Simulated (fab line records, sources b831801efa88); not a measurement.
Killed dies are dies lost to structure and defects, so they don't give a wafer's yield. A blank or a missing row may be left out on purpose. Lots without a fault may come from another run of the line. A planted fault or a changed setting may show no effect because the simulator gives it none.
One fault seen from 2 desks | flow gf180mcu | each desk has only its own numbers; what lay behind them comes last

THE TOOL OWNER'S DESK: pecvd-04
The tool's own readings at GF_SAB_CVD_00 (deposits SiO2 from TEOS, target thk 50 nm, time 4.9302 s): means of the sampled wafers that have a number, for each lot that ran on this tool. A lot is out of limits, marked OUT, if its mean lies more than 4 standard deviations from the usual mean; the brackets give that distance.
Columns: A = heater_power_w at GF_SAB_CVD_00, usual 634 W
lot  | first seen here | A
L412 | day 14 10:49    | 588
L414 | day 15 04:22    | 590
L421 | day 17 11:41    | 580
L423 | day 18 04:29    | 508
L434 | day 22 02:01    | 559
This desk's finding: nothing out of limits on any of the 5 lots.

THE METROLOGY DESK
What the gauges read, lot by lot, whatever tool the lot ran on: means of the sampled wafers that have a number. A lot is out of limits, marked OUT, if its mean lies more than 4 standard deviations from the usual mean; the brackets give that distance.
Columns: A = PSD_OVL at GF_PSD_OVL_MEAS_08, usual -0.1 nm; B = SAB_CVD_00_THK at GF_SAB_THK_MEAS_01, usual 49.9 nm
lot  | first seen here | A    | B
L412 | day 14 10:05    | -1.3 | 50.3
L414 | day 15 03:40    | 1.8  | 50.5
L415 | day 15 07:53    | -1.0 | 48.7
L421 | day 17 10:53    | -0.7 | 55.2 (+7.5) OUT
L422 | day 17 23:43    | 0.6  | 50.1
L423 | day 18 03:47    | 1.1  | 55.2 (+7.6) OUT
L426 | day 19 04:59    | 0.2  | 49.9
L429 | day 20 06:00    | 1.6  | 49.8
L430 | day 20 15:56    | -0.8 | 49.2
L431 | day 20 23:40    | -1.0 | 50.3
L432 | day 21 07:53    | -1.8 | 49.5
L433 | day 21 14:43    | -1.3 | 49.2
L434 | day 22 01:17    | 0.3  | 50.3
This desk's finding: out of limits on L421, L423; first on L421, day 17 11:42 (SAB_CVD_00_THK at GF_SAB_THK_MEAS_01). In limits: L412, L414, L415, L422, L426, L429, L430, L431, L432, L433, L434.

PUT TOGETHER
The metrology desk could have raised an alarm at day 17 11:42, on L421, L423.
The tool owner's desk saw nothing out of limits.
The tool owner's desk has L421, L423 on record, within its limits.
Of the lots named, all ran GF_SAB_CVD_00 on pecvd-04.

WHAT THE SIMULATOR HAD PUT IN
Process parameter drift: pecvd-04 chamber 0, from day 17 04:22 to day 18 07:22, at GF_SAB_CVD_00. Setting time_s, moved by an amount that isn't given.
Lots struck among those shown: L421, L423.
Hours from the fault's start to each desk's first reading out of limits: the metrology desk, 7.
